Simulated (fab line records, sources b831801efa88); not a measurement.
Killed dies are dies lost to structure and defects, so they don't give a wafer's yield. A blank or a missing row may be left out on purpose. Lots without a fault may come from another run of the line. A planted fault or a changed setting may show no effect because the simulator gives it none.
Split-lot experiment | flow sfq_line | 5 lots, 23 wafers read, on a route of 325 steps

THE SPLIT
At SFQ_TRILAYER_I0_VIA_LITHO_COAT_031 (resist thk 650 nm), the setting spin_rpm was moved away from the recipe's 3000 rpm on 9 of the 23 wafers read, by +2.9% to +5.4%. The other wafers ran this setting at the recipe's value.

FROM THE SPLIT TO THE READING: what the file shows between them, 3 steps
- SFQ_TRILAYER_I0_VIA_LITHO_PEB_034: peb time 60 s (also split here: peb_temp_c)
- SFQ_TRILAYER_I0_VIA_LITHO_DEVELOP_033: time 60 s
- SFQ_TRILAYER_I0_VIA_BARC_OPEN_VIA_ETCH_046: etches BARC in O2, target depth 125 nm, time 41.7 s

THE READING
KrF_of_TRILAYER_I0_VIA_LITHO_COAT_031.thk_nm (the simulator's own value, which no gauge read), in nm, at SFQ_TRILAYER_I0_VIA_ETCH_VIA_ETCH_034 (etches SiO2 in CHF3, stops on Nb, target depth 260 nm). The file gives no usual value for it. The 14 wafers here that ran the recipe average 527.3 nm, standard deviation 2.8 nm.

wafer  | tool, chamber at the split | spin_rpm as run, rpm | against the recipe | KrF_of_TRILAYER_I0_VIA_LITHO_COAT_031.thk_nm, nm | against lot-mates on the recipe
L074.2 | litho_track-04, 0          | 3098                 | +3.3%              | 516.4                                            | -12.0
L074.3 | litho_track-04, 0          | 3000                 | recipe             | 529.6                                            | -
L074.4 | litho_track-04, 0          | 3098                 | +3.3%              | 516.6                                            | -11.8
L074.5 | litho_track-04, 0          | 3000                 | recipe             | 525.9                                            | -
L074.6 | litho_track-04, 0          | 3000                 | recipe             | 529.8                                            | -
L075.1 | litho_track-02, 0          | 3163                 | +5.4%              | 507                                              | -16.9
L075.3 | litho_track-02, 0          | 3163                 | +5.4%              | 507.5                                            | -16.4
L075.4 | litho_track-02, 0          | 3000                 | recipe             | 527                                              | -
L075.5 | litho_track-02, 0          | 3000                 | recipe             | 523.6                                            | -
L075.6 | litho_track-02, 0          | 3000                 | recipe             | 521                                              | -
L078.1 | litho_track-02, 0          | 3000                 | recipe             | 526.8                                            | -
L078.2 | litho_track-02, 0          | 3000                 | recipe             | 527                                              | -
L078.6 | litho_track-02, 0          | 3000                 | recipe             | 529.2                                            | -
L080.1 | litho_track-02, 0          | 3128                 | +4.3%              | 515.5                                            | -10.7
L080.2 | litho_track-02, 0          | 3000                 | recipe             | 526.6                                            | -
L080.4 | litho_track-02, 0          | 3000                 | recipe             | 525.1                                            | -
L080.5 | litho_track-02, 0          | 3000                 | recipe             | 527                                              | -
L080.6 | litho_track-02, 0          | 3128                 | +4.3%              | 515                                              | -11.2
L084.1 | litho_track-02, 0          | 3086                 | +2.9%              | 517.3                                            | -14.2
L084.3 | litho_track-02, 0          | 3000                 | recipe             | 531.1                                            | -
L084.4 | litho_track-02, 0          | 3000                 | recipe             | 532                                              | -
L084.5 | litho_track-02, 0          | 3086                 | +2.9%              | 517                                              | -14.5
L084.6 | litho_track-02, 0          | 3086                 | +2.9%              | 519.7                                            | -11.8

THE FIT
A straight line over all 23 wafers: KrF_of_TRILAYER_I0_VIA_LITHO_COAT_031.thk_nm changes by -3.35 nm for each +1% of spin_rpm; r = -0.94; the points scatter about the line by 2.5 nm.
The same after taking each lot's own level away (the mean of its wafers on the recipe; 23 wafers): -3.23 nm for each +1%; r = -0.94; scatter 2.3 nm.
On that fit, the largest move of spin_rpm shifts the reading by 18 nm.
The lots' own levels span 523.87 to 531.55 nm, that is 2.7 times the standard deviation above.
So the lot-to-lot level changes the slope little: the two slopes agree.
Check: with one of the wafers moved furthest among these (+5.4%) left out of the fit, the line predicts -18.2 nm for it against its lot-mates. It came out at -16.9 nm against them.

OTHER SPLITS ON THESE WAFERS
These wafers also went through other splits before the reading. Each is held against what the fit with the lots' levels taken away leaves over:
other split on the same wafers                   | wafers away from the commonest value | r with KrF_of_TRILAYER_I0_VIA_LITHO_COAT_031.thk_nm (lot level and that fit taken away)
SFQ_TRILAYER_L0_LITHO_COAT_010 spin_rpm          | 11                                   | -0.15
SFQ_TRILAYER_L0_VIA_LITHO_COAT_018 resist_thk_nm | 8                                    | -0.10
SFQ_TRILAYER_L0_VIA_LITHO_PEB_016 peb_temp_c     | 6                                    | +0.05
SFQ_TRILAYER_M0_LITHO_COAT_026 resist_thk_nm     | 11                                   | -0.27
SFQ_TRILAYER_M0_BARC_OPEN_METAL_ETCH_031 icp_w   | 9                                    | +0.24
SFQ_TRILAYER_I0_VIA_LITHO_PEB_034 peb_temp_c     | 4                                    | -0.19

THE WHOLE CHAIN: every reading that the file lists as answering this split, in the file's order
step                                  | what it does                                          | reading                                                                                       | change (the file's fit)              | r (the file's)
SFQ_TRILAYER_I0_VIA_LITHO_COAT_031    | resist thk 650 nm                                     | KrF_of_TRILAYER_I0_VIA_LITHO_COAT_031.thk_nm (the simulator's own value, which no gauge read) | -3.09 nm for each +1% of the setting | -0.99
SFQ_TRILAYER_I0_VIA_ETCH_VIA_ETCH_034 | etches SiO2 in CHF3, stops on Nb, target depth 260 nm | KrF_of_TRILAYER_I0_VIA_LITHO_COAT_031.thk_nm (the simulator's own value, which no gauge read) | -3.22 nm for each +1% of the setting | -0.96

THE FILE'S OWN FIT
KrF_of_TRILAYER_I0_VIA_LITHO_COAT_031.thk_nm changes by -3.22 nm for each +1% of spin_rpm, r = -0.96.
